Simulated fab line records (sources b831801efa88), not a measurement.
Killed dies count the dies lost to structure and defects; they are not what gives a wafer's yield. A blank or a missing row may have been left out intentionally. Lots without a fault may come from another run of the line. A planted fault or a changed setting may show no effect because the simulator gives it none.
A lot that was struck, set against a sound lot :: flow sky130 :: 18 out of 708 route steps
Sound: the wafers L507.1, L507.4, L507.6. Struck: wafer L496.3 (left out: L496.2, L496.5 of the same lot, which were not struck); the cause appears at the end.
Each step with rows lists, per side, the tool, then ch with its chambers, then its first start. Under that, the readings that differ: sound wafers :: struck wafers :: difference of the means :: sigmas: that difference in standard deviations of wafers without a fault.
alike: readings whose means differ by less than 2 such deviations, and words and numbers that are the same on both sides. not compared: withheld readings, readings that some wafer has no value for, bounds like >300 that may hide the same value, and numbers for which the record gives no deviation and whose values overlap.
A row with sigmas, a row that says differs or no value, or rows on one side alone: a step with any of these is where the two part. Non-overlapping numbers with no deviation appear without sigmas and do not part them. A reading missing from all wafers of one side parts the sides only when that side holds two or more wafers.

first, 5 steps without rows for these wafers: SKY_VIA4_COAT_06 (resist thk 1140 nm); SKY_VIA4_SOFTBAKE_07 (time 60 s); SKY_VIA4_EXPOSE_08 (exposes mask VIM4, target cd 800 nm); SKY_VIA4_PEB_09; SKY_VIA4_DEVELOP_10 (develop time 60 s).
SKY_VIA4_OVL_MEAS_11:
  sound on overlay-02 at day 49 06:29; struck on overlay-01 at day 44 22:05
  alike: VIA4_OVL
SKY_VIA4_ETCH_12: etches SiO2 in C4F8/O2/Ar, stops on TiN, target depth 580 nm.
  sound on rie_diel-01 ch 0,1,3, day 49 06:32; struck on rie_diel-03 ch 2, day 44 22:07
  alike: chamber_pressure_mTorr, oes_product_au
SKY_VIA4_STRIP_13: strips in O2/N2.
  sound on plasma_asher-02 ch 0,1, day 49 06:36; struck on plasma_asher-04 ch 1, day 44 22:11
  alike: chamber_pressure_mTorr, drypump_motor_current_A, oes_product_au, strip_time_to_endpoint_s
  not compared: rf_hours_counter_h
then, 3 steps without rows for these wafers: SKY_VIA4_STRIP_14 (strips in post etch residue remover, time 1200 s); SKY_VIA4_CLEAN_15 (cleans in IPA, time 180 s); SKY_VIA4_CLEAN_16 (cleans in O3/DIW).
SKY_VIA4_SPUTTER_17: material TiN, target thk 20 nm, time 80 s.
  sound on pvd_sputter-02 at day 49 07:11; struck on pvd_sputter-04 at day 44 23:05
  alike: throttle_valve_pct
SKY_VIA4_CVD_18: deposits W, target thk 505 nm, time 152.14 s.
  sound on cvd_w-01 ch 0,1, day 49 07:15; struck on cvd_w-01 ch 1, day 44 23:09
reading: chamber_pressure_Torr (Torr)
sound: 39.99 39.90 39.77
struck: 31.38
difference: -8.51
sigmas: -98

reading: model.W_of_VIA4_CVD_18.thk_nm (nm)
sound: 494.2 496.8 501.6
struck: 435.8
difference: -61.7
sigmas: 
  alike: heater_power_w
SKY_VIA4_RS_MEAS_19: a four-point-probe measurement.
  sound on film_metro-04 at day 49 07:24; struck on film_metro-02 at day 44 23:19
reading: VIA4_W_RS (ohm/sq)
sound: 0.2314 0.2302 0.2272
struck: 0.2627
difference: +0.0331
sigmas: +13
SKY_VIA4_THK_MEAS_20: measures by xrf.
  sound on film_metro-04 at day 49 07:31; struck on film_metro-02 at day 44 23:26
reading: VIA4_W_THK (nm)
sound: 509 510 516
struck: 451
difference: -61
sigmas: -9
SKY_VIA4_CMP_21: polishes, stops on SiO2, t overpolish 25 s, target thk 0 nm.
  sound on cmp-02 ch 0,2,3, day 49 07:38; struck on cmp-02 ch 1, day 44 23:35
reading: time_to_endpoint_s (s)
sound: 119 125 124
struck: 105
difference: -18
sigmas: -4
  alike: motor_current_A
SKY_METAL5_SPUTTER_00: material Ti, target thk 15 nm, time 10 s.
  sound on pvd_sputter-04 at day 49 07:53; struck on pvd_sputter-02 at day 44 23:47
  alike: throttle_valve_pct
-- the record jumps here: 3 days lie between the struck wafers' starts before and after (it left off in module METAL5 and takes up again in module PAD_OPEN, whose first step shown is number 708 of the route) --
SKY_PAD_OPEN_PROBE_99:
  sound on prober-01 at day 51 15:24; struck on prober-02 at day 47 21:20
reading: killed_on_rim
sound: 22 21 13
struck: 11
difference: -8
sigmas: -2
  alike: defect_limited_yield, killed_at_M0_to_M3, killed_at_M4_up, killed_at_contacts, killed_at_front_end, killed_at_other, killed_dies, killed_open, killed_short, sort_bin_3_pad_short, sort_bin_5_function, sort_bin_6_memory, sort_n_pass, sort_yield_pct

== WHERE THEY PART ==
At SKY_VIA4_CVD_18 first; at SKY_PAD_OPEN_PROBE_99 last (within this record only).

WHY: whatever the simulator had introduced
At SKY_VIA4_CVD_18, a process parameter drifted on cvd_w-01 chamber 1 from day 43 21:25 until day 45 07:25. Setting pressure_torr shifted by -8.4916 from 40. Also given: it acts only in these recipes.
